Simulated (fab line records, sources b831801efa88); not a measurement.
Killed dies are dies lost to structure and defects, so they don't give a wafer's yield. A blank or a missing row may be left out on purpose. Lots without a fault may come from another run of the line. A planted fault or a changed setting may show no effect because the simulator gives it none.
One fault seen from 2 desks | flow gf180mcu | each desk has only its own numbers; what lay behind them comes last

THE METROLOGY DESK
What the gauges read, lot by lot, whatever tool the lot ran on: means of the sampled wafers that have a number. A lot is out of limits, marked OUT, if its mean lies more than 4 standard deviations from the usual mean; the brackets give that distance.
Columns: A = V5_OVL at GF_V5_OVL_MEAS_15, usual 3 nm
lot  | first seen here | A
L805 | day 27 09:27    | 3
L806 | day 27 16:02    | 4
L807 | day 27 16:23    | 11
L809 | day 28 11:59    | 5
L810 | day 28 16:49    | 5
L811 | day 29 07:16    | -1
L812 | day 29 14:20    | -1
L813 | day 29 22:13    | 6
L814 | day 30 00:28    | 7
L815 | day 30 15:05    | 2
L825 | day 32 22:32    | 1
L827 | day 33 08:31    | 2
L828 | day 33 09:56    | 3
This desk's finding: nothing out of limits on any of the 13 lots.

THE TOOL OWNER'S DESK: litho_track-03
The tool's own readings at GF_V5_SOFTBAKE_10 (time 60 s): means of the sampled wafers that have a number, for each lot that ran on this tool. A lot is out of limits, marked OUT, if its mean lies more than 4 standard deviations from the usual mean; the brackets give that distance.
Columns: A = chill_plate_temp_C at GF_V5_SOFTBAKE_10, usual 22.98 C; B = heater_power_total_W at GF_V5_SOFTBAKE_10, usual 93.05 W; C = run_length_s at GF_V5_SOFTBAKE_10, usual 89.01 s
lot  | first seen here | A     | B     | C
L806 | day 27 04:00    | 22.99 | 93.04 | 89.03
L809 | day 28 02:00    | 23.00 | 93.07 | 88.76
L810 | day 28 07:00    | 22.94 | 93.06 | 88.98
L811 | day 28 21:00    | 23.01 | 93.07 | 88.84
L812 | day 29 05:00    | 22.97 | 93.06 | 88.78
L813 | day 29 13:00    | 22.78 | 93.04 | 88.81
L814 | day 29 14:00    | 23.00 | 93.08 | 90.22 (+5.5) OUT
L815 | day 30 06:00    | 23.06 | 93.03 | 91.54 (+11) OUT
This desk's finding: out of limits on L814, L815; first on L814, day 29 14:00 (run_length_s at GF_V5_SOFTBAKE_10). In limits: L806, L809, L810, L811, L812, L813.

PUT TOGETHER
The tool owner's desk could have raised an alarm at day 29 14:00, on L814, L815.
The metrology desk saw nothing out of limits.
The metrology desk has L814, L815 on record, within its limits.
Of the lots named, all ran GF_V5_SOFTBAKE_10 on litho_track-03.

WHAT THE SIMULATOR HAD PUT IN
Process parameter drift: litho_track-03, from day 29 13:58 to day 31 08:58, at GF_V5_SOFTBAKE_10. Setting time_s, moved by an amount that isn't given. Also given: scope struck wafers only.
Lots struck among those shown: L814, L815.
Hours from the fault's start to each desk's first reading out of limits: the tool owner's desk, 0.
